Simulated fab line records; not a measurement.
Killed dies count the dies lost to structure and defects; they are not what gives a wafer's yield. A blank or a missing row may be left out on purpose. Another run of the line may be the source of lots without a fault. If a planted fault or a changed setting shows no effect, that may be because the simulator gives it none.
Which tool is to blame? || flow sfq_line || Sampling: 15 lots, 45 wafers, 6 of 325 route steps

## WHAT THE GAUGES SHOWED, per wafer
SFQ_I1_OVL_MEAS_913. Usual: I1_OVL 1 nm, standard deviation 6.8.
{"lot": "L147", "measured": "day 18 16:25", "on": "overlay-02", "I1_OVL (nm)": "-5 -11 -14", "flag": ""}
{"lot": "L149", "measured": "day 19 10:31", "on": "overlay-01", "I1_OVL (nm)": "-5 -5 11", "flag": ""}
{"lot": "L151", "measured": "day 20 05:43", "on": "overlay-01", "I1_OVL (nm)": "-4 9 -3", "flag": ""}
{"lot": "L154", "measured": "day 22 01:26", "on": "overlay-02", "I1_OVL (nm)": "-12 -3 -4", "flag": ""}
{"lot": "L155", "measured": "day 22 08:37", "on": "overlay-02", "I1_OVL (nm)": "2 5 13", "flag": ""}
{"lot": "L157", "measured": "day 23 18:14", "on": "overlay-02", "I1_OVL (nm)": "-2 1 -1", "flag": ""}
{"lot": "L158", "measured": "day 24 06:13", "on": "overlay-01", "I1_OVL (nm)": "- - -", "flag": "OFF"}
{"lot": "L159", "measured": "day 24 09:49", "on": "overlay-01", "I1_OVL (nm)": "- - -", "flag": "OFF"}
{"lot": "L160", "measured": "day 24 14:37", "on": "overlay-01", "I1_OVL (nm)": "- - -", "flag": "OFF"}
{"lot": "L161", "measured": "day 24 21:49", "on": "overlay-02", "I1_OVL (nm)": "1 5 5", "flag": ""}
{"lot": "L166", "measured": "day 26 22:35", "on": "overlay-02", "I1_OVL (nm)": "5 14 9", "flag": ""}
{"lot": "L167", "measured": "day 27 05:29", "on": "overlay-02", "I1_OVL (nm)": "8 6 1", "flag": ""}
{"lot": "L168", "measured": "day 27 16:24", "on": "overlay-01", "I1_OVL (nm)": "-3 -1 5", "flag": ""}
{"lot": "L169", "measured": "day 33 21:36", "on": "overlay-01", "I1_OVL (nm)": "11 10 12", "flag": ""}
{"lot": "L170", "measured": "day 34 06:07", "on": "overlay-02", "I1_OVL (nm)": "5 -4 -1", "flag": ""}

## WHICH TOOL RAN EACH LOT (tool, then ch and the chambers of the sampled wafers, then the start)
{"lot": "L147", "SFQ_TRILAYER_L0_BARC_OPEN_METAL_ETCH_010": "rie_metal-01 ch 0,1, day 2 13:13", "SFQ_TRILAYER_L0_ETCH_METAL_ETCH_008": "rie_metal-01 ch 0,1, day 2 13:17", "SFQ_TRILAYER_L0_VIA_LITHO_EXPOSE_014": "krf_scanner-02 ch 0, day 5 04:35", "SFQ_TRILAYER_L0_VIA_ETCH_VIA_ETCH_016": "rie_diel-03 ch 0,3, day 5 05:57", "SFQ_TRILAYER_I0_DEP_PECVD_027": "pecvd-01 ch 0,1,2, day 8 15:06"}
{"lot": "L149", "SFQ_TRILAYER_L0_BARC_OPEN_METAL_ETCH_010": "rie_metal-04 ch 0,1, day 2 22:50", "SFQ_TRILAYER_L0_ETCH_METAL_ETCH_008": "rie_metal-04 ch 0,1, day 2 22:53", "SFQ_TRILAYER_L0_VIA_LITHO_EXPOSE_014": "krf_scanner-02 ch 0, day 5 16:47", "SFQ_TRILAYER_L0_VIA_ETCH_VIA_ETCH_016": "rie_diel-03 ch 0,2, day 5 17:57", "SFQ_TRILAYER_I0_DEP_PECVD_027": "pecvd-04 ch 0,1,2, day 9 04:34"}
{"lot": "L151", "SFQ_TRILAYER_L0_BARC_OPEN_METAL_ETCH_010": "rie_metal-01 ch 0,1, day 3 10:49", "SFQ_TRILAYER_L0_ETCH_METAL_ETCH_008": "rie_metal-01 ch 0,1, day 3 10:53", "SFQ_TRILAYER_L0_VIA_LITHO_EXPOSE_014": "krf_scanner-02 ch 0, day 6 04:35", "SFQ_TRILAYER_L0_VIA_ETCH_VIA_ETCH_016": "rie_diel-01 ch 0,2,3, day 6 05:58", "SFQ_TRILAYER_I0_DEP_PECVD_027": "pecvd-01 ch 0,1,2, day 9 18:42"}
{"lot": "L154", "SFQ_TRILAYER_L0_BARC_OPEN_METAL_ETCH_010": "rie_metal-03 ch 0,1, day 4 04:25", "SFQ_TRILAYER_L0_ETCH_METAL_ETCH_008": "rie_metal-03 ch 0,1, day 4 04:28", "SFQ_TRILAYER_L0_VIA_LITHO_EXPOSE_014": "krf_scanner-02 ch 0, day 7 06:01", "SFQ_TRILAYER_L0_VIA_ETCH_VIA_ETCH_016": "rie_diel-03 ch 0,1,2, day 7 06:59", "SFQ_TRILAYER_I0_DEP_PECVD_027": "pecvd-03 ch 0,1,2, day 11 00:32"}
{"lot": "L155", "SFQ_TRILAYER_L0_BARC_OPEN_METAL_ETCH_010": "rie_metal-04 ch 0,1, day 4 09:11", "SFQ_TRILAYER_L0_ETCH_METAL_ETCH_008": "rie_metal-04 ch 0,1, day 4 09:15", "SFQ_TRILAYER_L0_VIA_LITHO_EXPOSE_014": "krf_scanner-02 ch 0, day 7 10:13", "SFQ_TRILAYER_L0_VIA_ETCH_VIA_ETCH_016": "rie_diel-02 ch 0,2,3, day 7 11:47", "SFQ_TRILAYER_I0_DEP_PECVD_027": "pecvd-03 ch 0,2, day 11 06:30"}
{"lot": "L157", "SFQ_TRILAYER_L0_BARC_OPEN_METAL_ETCH_010": "rie_metal-03 ch 0,1, day 4 21:19", "SFQ_TRILAYER_L0_ETCH_METAL_ETCH_008": "rie_metal-03 ch 0,1, day 4 21:22", "SFQ_TRILAYER_L0_VIA_LITHO_EXPOSE_014": "krf_scanner-02 ch 0, day 7 23:49", "SFQ_TRILAYER_L0_VIA_ETCH_VIA_ETCH_016": "rie_diel-03 ch 0,1,3, day 8 00:59", "SFQ_TRILAYER_I0_DEP_PECVD_027": "pecvd-04 ch 0,1,2, day 11 19:43"}
{"lot": "L158", "SFQ_TRILAYER_L0_BARC_OPEN_METAL_ETCH_010": "rie_metal-01 ch 0,1, day 5 00:53", "SFQ_TRILAYER_L0_ETCH_METAL_ETCH_008": "rie_metal-01 ch 0,1, day 5 00:57", "SFQ_TRILAYER_L0_VIA_LITHO_EXPOSE_014": "krf_scanner-02, day 8 05:37", "SFQ_TRILAYER_L0_VIA_ETCH_VIA_ETCH_016": "rie_diel-01 ch 0,1,2, day 8 06:59", "SFQ_TRILAYER_I0_DEP_PECVD_027": "pecvd-01 ch 0,2, day 12 05:19"}
{"lot": "L159", "SFQ_TRILAYER_L0_BARC_OPEN_METAL_ETCH_010": "rie_metal-01 ch 0,1, day 5 03:17", "SFQ_TRILAYER_L0_ETCH_METAL_ETCH_008": "rie_metal-01 ch 0,1, day 5 03:21", "SFQ_TRILAYER_L0_VIA_LITHO_EXPOSE_014": "krf_scanner-02, day 8 10:25", "SFQ_TRILAYER_L0_VIA_ETCH_VIA_ETCH_016": "rie_diel-03 ch 1,2,3, day 8 11:47", "SFQ_TRILAYER_I0_DEP_PECVD_027": "pecvd-01 ch 1,2, day 12 08:54"}
{"lot": "L160", "SFQ_TRILAYER_L0_BARC_OPEN_METAL_ETCH_010": "rie_metal-01 ch 0,1, day 5 09:17", "SFQ_TRILAYER_L0_ETCH_METAL_ETCH_008": "rie_metal-01 ch 0,1, day 5 09:21", "SFQ_TRILAYER_L0_VIA_LITHO_EXPOSE_014": "krf_scanner-02, day 8 15:01", "SFQ_TRILAYER_L0_VIA_ETCH_VIA_ETCH_016": "rie_diel-03 ch 0,1,3, day 8 16:35", "SFQ_TRILAYER_I0_DEP_PECVD_027": "pecvd-01 ch 0,1, day 12 16:07"}
{"lot": "L161", "SFQ_TRILAYER_L0_BARC_OPEN_METAL_ETCH_010": "rie_metal-01 ch 0,1, day 5 15:17", "SFQ_TRILAYER_L0_ETCH_METAL_ETCH_008": "rie_metal-01 ch 0,1, day 5 15:21", "SFQ_TRILAYER_L0_VIA_LITHO_EXPOSE_014": "krf_scanner-02 ch 0, day 8 22:13", "SFQ_TRILAYER_L0_VIA_ETCH_VIA_ETCH_016": "rie_diel-01 ch 0,1,3, day 8 23:47", "SFQ_TRILAYER_I0_DEP_PECVD_027": "pecvd-04 ch 0,1,2, day 12 23:18"}
{"lot": "L166", "SFQ_TRILAYER_L0_BARC_OPEN_METAL_ETCH_010": "rie_metal-03 ch 0,1, day 6 14:50", "SFQ_TRILAYER_L0_ETCH_METAL_ETCH_008": "rie_metal-03 ch 0,1, day 6 14:54", "SFQ_TRILAYER_L0_VIA_LITHO_EXPOSE_014": "krf_scanner-02 ch 0, day 10 05:25", "SFQ_TRILAYER_L0_VIA_ETCH_VIA_ETCH_016": "rie_diel-01 ch 0,1,3, day 10 06:47", "SFQ_TRILAYER_I0_DEP_PECVD_027": "pecvd-03 ch 0,2, day 14 07:45"}
{"lot": "L167", "SFQ_TRILAYER_L0_BARC_OPEN_METAL_ETCH_010": "rie_metal-03 ch 0,1, day 6 20:52", "SFQ_TRILAYER_L0_ETCH_METAL_ETCH_008": "rie_metal-03 ch 0,1, day 6 20:55", "SFQ_TRILAYER_L0_VIA_LITHO_EXPOSE_014": "krf_scanner-02 ch 0, day 10 11:37", "SFQ_TRILAYER_L0_VIA_ETCH_VIA_ETCH_016": "rie_diel-03 ch 0,1,2, day 10 12:47", "SFQ_TRILAYER_I0_DEP_PECVD_027": "pecvd-03 ch 0,2, day 14 12:47"}
{"lot": "L168", "SFQ_TRILAYER_L0_BARC_OPEN_METAL_ETCH_010": "rie_metal-04 ch 0, day 7 00:26", "SFQ_TRILAYER_L0_ETCH_METAL_ETCH_008": "rie_metal-04 ch 0, day 7 00:30", "SFQ_TRILAYER_L0_VIA_LITHO_EXPOSE_014": "krf_scanner-02 ch 0, day 10 13:49", "SFQ_TRILAYER_L0_VIA_ETCH_VIA_ETCH_016": "rie_diel-02 ch 1,2,3, day 10 15:11", "SFQ_TRILAYER_I0_DEP_PECVD_027": "pecvd-01 ch 0,1, day 14 15:02"}
{"lot": "L169", "SFQ_TRILAYER_L0_BARC_OPEN_METAL_ETCH_010": "rie_metal-01 ch 0,1, day 7 07:38", "SFQ_TRILAYER_L0_ETCH_METAL_ETCH_008": "rie_metal-01 ch 0,1, day 7 07:43", "SFQ_TRILAYER_L0_VIA_LITHO_EXPOSE_014": "krf_scanner-02 ch 0, day 10 23:13", "SFQ_TRILAYER_L0_VIA_ETCH_VIA_ETCH_016": "rie_diel-01 ch 1,2, day 11 00:47", "SFQ_TRILAYER_I0_DEP_PECVD_027": "pecvd-01 ch 0,1,2, day 15 05:26"}
{"lot": "L170", "SFQ_TRILAYER_L0_BARC_OPEN_METAL_ETCH_010": "rie_metal-03 ch 0,1, day 7 10:02", "SFQ_TRILAYER_L0_ETCH_METAL_ETCH_008": "rie_metal-03 ch 0,1, day 7 10:06", "SFQ_TRILAYER_L0_VIA_LITHO_EXPOSE_014": "krf_scanner-02 ch 0, day 11 03:38 or earlier", "SFQ_TRILAYER_L0_VIA_ETCH_VIA_ETCH_016": "rie_diel-02 ch 0,1,2, day 11 03:38", "SFQ_TRILAYER_I0_DEP_PECVD_027": "pecvd-01 ch 1,2, day 15 10:14"}
- SFQ_TRILAYER_L0_BARC_OPEN_METAL_ETCH_010: etches BARC in O2, target depth 125 nm, time 41.7 s.
- SFQ_TRILAYER_L0_ETCH_METAL_ETCH_008: etches MoNx KI in SF6/O2, stops on SiO2, target depth 50 nm, time 25 s.
- SFQ_TRILAYER_L0_VIA_LITHO_EXPOSE_014: exposes mask L0V, target cd 700 nm.
- SFQ_TRILAYER_L0_VIA_ETCH_VIA_ETCH_016: etches SiO2 in CHF3, stops on MoNx KI, target depth 80 nm.
- SFQ_TRILAYER_I0_DEP_PECVD_027: deposits SiO2 from SiH4/N2O, time 111.11 s, target thk 500 nm.

## AS READ BY THE TOOLS THEMSELVES (means over the sampled wafers that have a number; for cases with no such wafer, the mark the record gives instead)
SFQ_TRILAYER_L0_BARC_OPEN_METAL_ETCH_010. Usual: bias_w 80.03 W, standard deviation 0.24; chamber_pressure_mTorr 9.999 mTorr, standard deviation 0.0085; drypump_motor_current_A 5.3 A, standard deviation 0.36; he_backside_leak_sccm 3.49 sccm, standard deviation 0.24; oes_product_au 0.685 a.u., standard deviation 0.0046.
{"lot": "L147", "tool": "rie_metal-01", "bias_w (W)": 80.01, "chamber_pressure_mTorr (mTorr)": 9.994, "drypump_motor_current_A (A)": 5.5, "he_backside_leak_sccm (sccm)": 3.34, "oes_product_au (a.u.)": 0.683, "flag": ""}
{"lot": "L149", "tool": "rie_metal-04", "bias_w (W)": 79.97, "chamber_pressure_mTorr (mTorr)": 10.000, "drypump_motor_current_A (A)": 5.3, "he_backside_leak_sccm (sccm)": 3.72, "oes_product_au (a.u.)": 0.685, "flag": ""}
{"lot": "L151", "tool": "rie_metal-01", "bias_w (W)": 80.04, "chamber_pressure_mTorr (mTorr)": 10.004, "drypump_motor_current_A (A)": 5.5, "he_backside_leak_sccm (sccm)": 3.30, "oes_product_au (a.u.)": 0.684, "flag": ""}
{"lot": "L154", "tool": "rie_metal-03", "bias_w (W)": 80.08, "chamber_pressure_mTorr (mTorr)": 10.003, "drypump_motor_current_A (A)": 5.4, "he_backside_leak_sccm (sccm)": 3.60, "oes_product_au (a.u.)": 0.683, "flag": ""}
{"lot": "L155", "tool": "rie_metal-04", "bias_w (W)": 80.01, "chamber_pressure_mTorr (mTorr)": 9.991, "drypump_motor_current_A (A)": 5.2, "he_backside_leak_sccm (sccm)": 3.67, "oes_product_au (a.u.)": 0.686, "flag": ""}
{"lot": "L157", "tool": "rie_metal-03", "bias_w (W)": 80.16, "chamber_pressure_mTorr (mTorr)": 9.994, "drypump_motor_current_A (A)": 5.1, "he_backside_leak_sccm (sccm)": 3.66, "oes_product_au (a.u.)": 0.683, "flag": ""}
{"lot": "L158", "tool": "rie_metal-01", "bias_w (W)": "-", "chamber_pressure_mTorr (mTorr)": "-", "drypump_motor_current_A (A)": "-", "he_backside_leak_sccm (sccm)": "-", "oes_product_au (a.u.)": "-", "flag": "OFF"}
{"lot": "L159", "tool": "rie_metal-01", "bias_w (W)": "-", "chamber_pressure_mTorr (mTorr)": "-", "drypump_motor_current_A (A)": "-", "he_backside_leak_sccm (sccm)": "-", "oes_product_au (a.u.)": "-", "flag": "OFF"}
{"lot": "L160", "tool": "rie_metal-01", "bias_w (W)": "-", "chamber_pressure_mTorr (mTorr)": "-", "drypump_motor_current_A (A)": "-", "he_backside_leak_sccm (sccm)": "-", "oes_product_au (a.u.)": "-", "flag": "OFF"}
{"lot": "L161", "tool": "rie_metal-01", "bias_w (W)": 80.03, "chamber_pressure_mTorr (mTorr)": 10.001, "drypump_motor_current_A (A)": 5.5, "he_backside_leak_sccm (sccm)": 3.57, "oes_product_au (a.u.)": 0.690, "flag": ""}
{"lot": "L166", "tool": "rie_metal-03", "bias_w (W)": 80.07, "chamber_pressure_mTorr (mTorr)": 10.001, "drypump_motor_current_A (A)": 5.1, "he_backside_leak_sccm (sccm)": 3.32, "oes_product_au (a.u.)": 0.681, "flag": ""}
{"lot": "L167", "tool": "rie_metal-03", "bias_w (W)": 80.39, "chamber_pressure_mTorr (mTorr)": 10.001, "drypump_motor_current_A (A)": 5.5, "he_backside_leak_sccm (sccm)": 3.49, "oes_product_au (a.u.)": 0.686, "flag": ""}
{"lot": "L168", "tool": "rie_metal-04", "bias_w (W)": 79.87, "chamber_pressure_mTorr (mTorr)": 10.008, "drypump_motor_current_A (A)": 5.0, "he_backside_leak_sccm (sccm)": 3.44, "oes_product_au (a.u.)": 0.686, "flag": ""}
{"lot": "L169", "tool": "rie_metal-01", "bias_w (W)": 79.68, "chamber_pressure_mTorr (mTorr)": 10.000, "drypump_motor_current_A (A)": 5.3, "he_backside_leak_sccm (sccm)": 3.43, "oes_product_au (a.u.)": 0.682, "flag": ""}
{"lot": "L170", "tool": "rie_metal-03", "bias_w (W)": 80.01, "chamber_pressure_mTorr (mTorr)": 9.998, "drypump_motor_current_A (A)": 5.1, "he_backside_leak_sccm (sccm)": 3.46, "oes_product_au (a.u.)": 0.682, "flag": ""}

SFQ_TRILAYER_L0_ETCH_METAL_ETCH_008. Usual: bias_w 80.02 W, standard deviation 0.25; chamber_pressure_mTorr 10.000 mTorr, standard deviation 0.0094; drypump_motor_current_A 5.3 A, standard deviation 0.36; he_backside_leak_sccm 3.48 sccm, standard deviation 0.17; oes_product_au 0.874 a.u., standard deviation 0.0061.
{"lot": "L147", "tool": "rie_metal-01", "bias_w (W)": 80.00, "chamber_pressure_mTorr (mTorr)": 9.999, "drypump_motor_current_A (A)": 5.5, "he_backside_leak_sccm (sccm)": 3.30, "oes_product_au (a.u.)": 0.874, "flag": ""}
{"lot": "L149", "tool": "rie_metal-04", "bias_w (W)": 79.79, "chamber_pressure_mTorr (mTorr)": 9.996, "drypump_motor_current_A (A)": 5.3, "he_backside_leak_sccm (sccm)": 3.60, "oes_product_au (a.u.)": 0.867, "flag": ""}
{"lot": "L151", "tool": "rie_metal-01", "bias_w (W)": 79.81, "chamber_pressure_mTorr (mTorr)": 10.004, "drypump_motor_current_A (A)": 5.5, "he_backside_leak_sccm (sccm)": 3.42, "oes_product_au (a.u.)": 0.868, "flag": ""}
{"lot": "L154", "tool": "rie_metal-03", "bias_w (W)": 80.19, "chamber_pressure_mTorr (mTorr)": 9.991, "drypump_motor_current_A (A)": 5.4, "he_backside_leak_sccm (sccm)": 3.61, "oes_product_au (a.u.)": 0.872, "flag": ""}
{"lot": "L155", "tool": "rie_metal-04", "bias_w (W)": 80.22, "chamber_pressure_mTorr (mTorr)": 10.007, "drypump_motor_current_A (A)": 5.1, "he_backside_leak_sccm (sccm)": 3.47, "oes_product_au (a.u.)": 0.875, "flag": ""}
{"lot": "L157", "tool": "rie_metal-03", "bias_w (W)": 79.78, "chamber_pressure_mTorr (mTorr)": 9.998, "drypump_motor_current_A (A)": 5.1, "he_backside_leak_sccm (sccm)": 3.54, "oes_product_au (a.u.)": 0.865, "flag": ""}
{"lot": "L158", "tool": "rie_metal-01", "bias_w (W)": 80.14, "chamber_pressure_mTorr (mTorr)": 10.000, "drypump_motor_current_A (A)": 5.5, "he_backside_leak_sccm (sccm)": 3.51, "oes_product_au (a.u.)": 0.375, "flag": "OFF"}
{"lot": "L159", "tool": "rie_metal-01", "bias_w (W)": 80.05, "chamber_pressure_mTorr (mTorr)": 10.002, "drypump_motor_current_A (A)": 5.5, "he_backside_leak_sccm (sccm)": 3.49, "oes_product_au (a.u.)": 0.377, "flag": "OFF"}
{"lot": "L160", "tool": "rie_metal-01", "bias_w (W)": 80.07, "chamber_pressure_mTorr (mTorr)": 9.995, "drypump_motor_current_A (A)": 5.3, "he_backside_leak_sccm (sccm)": 3.48, "oes_product_au (a.u.)": 0.369, "flag": "OFF"}
{"lot": "L161", "tool": "rie_metal-01", "bias_w (W)": 80.08, "chamber_pressure_mTorr (mTorr)": 9.997, "drypump_motor_current_A (A)": 5.5, "he_backside_leak_sccm (sccm)": 3.45, "oes_product_au (a.u.)": 0.879, "flag": ""}
{"lot": "L166", "tool": "rie_metal-03", "bias_w (W)": 80.15, "chamber_pressure_mTorr (mTorr)": 9.996, "drypump_motor_current_A (A)": 5.1, "he_backside_leak_sccm (sccm)": 3.35, "oes_product_au (a.u.)": 0.871, "flag": ""}
{"lot": "L167", "tool": "rie_metal-03", "bias_w (W)": 79.75, "chamber_pressure_mTorr (mTorr)": 10.003, "drypump_motor_current_A (A)": 5.4, "he_backside_leak_sccm (sccm)": 3.57, "oes_product_au (a.u.)": 0.869, "flag": ""}
{"lot": "L168", "tool": "rie_metal-04", "bias_w (W)": 79.94, "chamber_pressure_mTorr (mTorr)": 9.989, "drypump_motor_current_A (A)": 5.0, "he_backside_leak_sccm (sccm)": 3.50, "oes_product_au (a.u.)": 0.881, "flag": ""}
{"lot": "L169", "tool": "rie_metal-01", "bias_w (W)": 79.95, "chamber_pressure_mTorr (mTorr)": 10.000, "drypump_motor_current_A (A)": 5.3, "he_backside_leak_sccm (sccm)": 3.42, "oes_product_au (a.u.)": 0.878, "flag": ""}
{"lot": "L170", "tool": "rie_metal-03", "bias_w (W)": 80.06, "chamber_pressure_mTorr (mTorr)": 10.001, "drypump_motor_current_A (A)": 5.1, "he_backside_leak_sccm (sccm)": 3.68, "oes_product_au (a.u.)": 0.873, "flag": ""}

SFQ_TRILAYER_L0_VIA_LITHO_EXPOSE_014. Usual: exposure_dose_mJ_cm2 21.304, standard deviation 0.019; focus_offset_nm 0.0 nm, standard deviation 0.49.
{"lot": "L147", "tool": "krf_scanner-02", "exposure_dose_mJ_cm2": 21.300, "focus_offset_nm (nm)": 0.0, "flag": ""}
{"lot": "L149", "tool": "krf_scanner-02", "exposure_dose_mJ_cm2": 21.287, "focus_offset_nm (nm)": 0.0, "flag": ""}
{"lot": "L151", "tool": "krf_scanner-02", "exposure_dose_mJ_cm2": 21.323, "focus_offset_nm (nm)": 1.1, "flag": ""}
{"lot": "L154", "tool": "krf_scanner-02", "exposure_dose_mJ_cm2": 21.307, "focus_offset_nm (nm)": -0.3, "flag": ""}
{"lot": "L155", "tool": "krf_scanner-02", "exposure_dose_mJ_cm2": 21.299, "focus_offset_nm (nm)": 0.1, "flag": ""}
{"lot": "L157", "tool": "krf_scanner-02", "exposure_dose_mJ_cm2": 21.298, "focus_offset_nm (nm)": 0.0, "flag": ""}
{"lot": "L158", "tool": "krf_scanner-02", "exposure_dose_mJ_cm2": "-", "focus_offset_nm (nm)": "-", "flag": "OFF"}
{"lot": "L159", "tool": "krf_scanner-02", "exposure_dose_mJ_cm2": "-", "focus_offset_nm (nm)": "-", "flag": "OFF"}
{"lot": "L160", "tool": "krf_scanner-02", "exposure_dose_mJ_cm2": "-", "focus_offset_nm (nm)": "-", "flag": "OFF"}
{"lot": "L161", "tool": "krf_scanner-02", "exposure_dose_mJ_cm2": 21.307, "focus_offset_nm (nm)": -0.6, "flag": ""}
{"lot": "L166", "tool": "krf_scanner-02", "exposure_dose_mJ_cm2": 21.314, "focus_offset_nm (nm)": -0.6, "flag": ""}
{"lot": "L167", "tool": "krf_scanner-02", "exposure_dose_mJ_cm2": 21.298, "focus_offset_nm (nm)": 0.2, "flag": ""}
{"lot": "L168", "tool": "krf_scanner-02", "exposure_dose_mJ_cm2": 21.282, "focus_offset_nm (nm)": -0.2, "flag": ""}
{"lot": "L169", "tool": "krf_scanner-02", "exposure_dose_mJ_cm2": 21.292, "focus_offset_nm (nm)": -0.5, "flag": ""}
{"lot": "L170", "tool": "krf_scanner-02", "exposure_dose_mJ_cm2": 21.302, "focus_offset_nm (nm)": -0.3, "flag": ""}

SFQ_TRILAYER_L0_VIA_ETCH_VIA_ETCH_016. Usual: bias_w 79.99 W, standard deviation 0.24; chamber_pressure_mTorr 30.00 mTorr, standard deviation 0.03; drypump_motor_current_A 5.9 A, standard deviation 0.32; oes_product_au 0.843 a.u., standard deviation 0.0077.
{"lot": "L147", "tool": "rie_diel-03", "bias_w (W)": 79.78, "chamber_pressure_mTorr (mTorr)": 30.01, "drypump_motor_current_A (A)": 6.1, "oes_product_au (a.u.)": 0.843, "flag": ""}
{"lot": "L149", "tool": "rie_diel-03", "bias_w (W)": 79.90, "chamber_pressure_mTorr (mTorr)": 29.97, "drypump_motor_current_A (A)": 6.2, "oes_product_au (a.u.)": 0.851, "flag": ""}
{"lot": "L151", "tool": "rie_diel-01", "bias_w (W)": 80.03, "chamber_pressure_mTorr (mTorr)": 29.99, "drypump_motor_current_A (A)": 5.8, "oes_product_au (a.u.)": 0.850, "flag": ""}
{"lot": "L154", "tool": "rie_diel-03", "bias_w (W)": 80.07, "chamber_pressure_mTorr (mTorr)": 30.00, "drypump_motor_current_A (A)": 5.9, "oes_product_au (a.u.)": 0.850, "flag": ""}
{"lot": "L155", "tool": "rie_diel-02", "bias_w (W)": 79.80, "chamber_pressure_mTorr (mTorr)": 29.98, "drypump_motor_current_A (A)": 5.8, "oes_product_au (a.u.)": 0.840, "flag": ""}
{"lot": "L157", "tool": "rie_diel-03", "bias_w (W)": 79.85, "chamber_pressure_mTorr (mTorr)": 30.04, "drypump_motor_current_A (A)": 5.9, "oes_product_au (a.u.)": 0.843, "flag": ""}
{"lot": "L158", "tool": "rie_diel-01", "bias_w (W)": 79.68, "chamber_pressure_mTorr (mTorr)": 30.01, "drypump_motor_current_A (A)": 5.7, "oes_product_au (a.u.)": 0.375, "flag": "OFF"}
{"lot": "L159", "tool": "rie_diel-03", "bias_w (W)": 80.18, "chamber_pressure_mTorr (mTorr)": 30.01, "drypump_motor_current_A (A)": 6.0, "oes_product_au (a.u.)": 0.378, "flag": "OFF"}
{"lot": "L160", "tool": "rie_diel-03", "bias_w (W)": 79.98, "chamber_pressure_mTorr (mTorr)": 30.02, "drypump_motor_current_A (A)": 5.9, "oes_product_au (a.u.)": 0.377, "flag": "OFF"}
{"lot": "L161", "tool": "rie_diel-01", "bias_w (W)": 79.91, "chamber_pressure_mTorr (mTorr)": 30.00, "drypump_motor_current_A (A)": 5.8, "oes_product_au (a.u.)": 0.848, "flag": ""}
{"lot": "L166", "tool": "rie_diel-01", "bias_w (W)": 79.80, "chamber_pressure_mTorr (mTorr)": 29.98, "drypump_motor_current_A (A)": 5.7, "oes_product_au (a.u.)": 0.842, "flag": ""}
{"lot": "L167", "tool": "rie_diel-03", "bias_w (W)": 80.05, "chamber_pressure_mTorr (mTorr)": 29.99, "drypump_motor_current_A (A)": 5.9, "oes_product_au (a.u.)": 0.848, "flag": ""}
{"lot": "L168", "tool": "rie_diel-02", "bias_w (W)": 79.95, "chamber_pressure_mTorr (mTorr)": 30.01, "drypump_motor_current_A (A)": 5.9, "oes_product_au (a.u.)": 0.833, "flag": ""}
{"lot": "L169", "tool": "rie_diel-01", "bias_w (W)": 80.05, "chamber_pressure_mTorr (mTorr)": 29.99, "drypump_motor_current_A (A)": 5.6, "oes_product_au (a.u.)": 0.844, "flag": ""}
{"lot": "L170", "tool": "rie_diel-02", "bias_w (W)": 80.44, "chamber_pressure_mTorr (mTorr)": 29.99, "drypump_motor_current_A (A)": 5.6, "oes_product_au (a.u.)": 0.836, "flag": ""}

SFQ_TRILAYER_I0_DEP_PECVD_027. Usual: heater_power_w 78 W, standard deviation 13; throttle_valve_pct 25.3 %, standard deviation 0.99.
{"lot": "L147", "tool": "pecvd-01", "heater_power_w (W)": 78, "throttle_valve_pct (%)": 26.0, "flag": ""}
{"lot": "L149", "tool": "pecvd-04", "heater_power_w (W)": 87, "throttle_valve_pct (%)": 23.7, "flag": ""}
{"lot": "L151", "tool": "pecvd-01", "heater_power_w (W)": 77, "throttle_valve_pct (%)": 26.1, "flag": ""}
{"lot": "L154", "tool": "pecvd-03", "heater_power_w (W)": 71, "throttle_valve_pct (%)": 25.3, "flag": ""}
{"lot": "L155", "tool": "pecvd-03", "heater_power_w (W)": 70, "throttle_valve_pct (%)": 25.4, "flag": ""}
{"lot": "L157", "tool": "pecvd-04", "heater_power_w (W)": 80, "throttle_valve_pct (%)": 23.9, "flag": ""}
{"lot": "L158", "tool": "pecvd-01", "heater_power_w (W)": 69, "throttle_valve_pct (%)": 25.7, "flag": ""}
{"lot": "L159", "tool": "pecvd-01", "heater_power_w (W)": 78, "throttle_valve_pct (%)": 25.9, "flag": ""}
{"lot": "L160", "tool": "pecvd-01", "heater_power_w (W)": 76, "throttle_valve_pct (%)": 26.0, "flag": ""}
{"lot": "L161", "tool": "pecvd-04", "heater_power_w (W)": 83, "throttle_valve_pct (%)": 23.8, "flag": ""}
{"lot": "L166", "tool": "pecvd-03", "heater_power_w (W)": 75, "throttle_valve_pct (%)": 25.7, "flag": ""}
{"lot": "L167", "tool": "pecvd-03", "heater_power_w (W)": 78, "throttle_valve_pct (%)": 25.8, "flag": ""}
{"lot": "L168", "tool": "pecvd-01", "heater_power_w (W)": 77, "throttle_valve_pct (%)": 26.1, "flag": ""}
{"lot": "L169", "tool": "pecvd-01", "heater_power_w (W)": 71, "throttle_valve_pct (%)": 25.9, "flag": ""}
{"lot": "L170", "tool": "pecvd-01", "heater_power_w (W)": 81, "throttle_valve_pct (%)": 25.8, "flag": ""}

## THE ANSWER, worked out from the rows above alone
Rule: a lot is off if the mean of its wafers that have a number lies more than 3 standard deviations from the usual mean. A lot without any number at a reading at which 4 lots or more have one is off too. All remaining lots with rows at the step are treated as sound. First the gauges in route order, then the tools' own readings, where a lot's mean is used as printed above. The first step at which some lot is off is used, and at that step the reading that is off furthest; a lot without a number counts as furthest.
Off: L158, L159, L160, seen at SFQ_I1_OVL_MEAS_913 (I1_OVL). Without a number there: L158, L159, L160.
A tool fits if, at a process step before that reading, it ran every lot that is off, and no sound lot after the first of them. The gauges at SFQ_I1_OVL_MEAS_913 aren't tried: what is off there is off at SFQ_TRILAYER_L0_BARC_OPEN_METAL_ETCH_010 too, on other tools, and a gauge's error can't cause that. SFQ_TRILAYER_L0_VIA_LITHO_EXPOSE_014: start missing for some lots; hours and lot order therefore follow SFQ_TRILAYER_L0_VIA_ETCH_VIA_ETCH_016. Of those tried, none fits.

## WHAT WAS PUT IN BY THE SIMULATOR
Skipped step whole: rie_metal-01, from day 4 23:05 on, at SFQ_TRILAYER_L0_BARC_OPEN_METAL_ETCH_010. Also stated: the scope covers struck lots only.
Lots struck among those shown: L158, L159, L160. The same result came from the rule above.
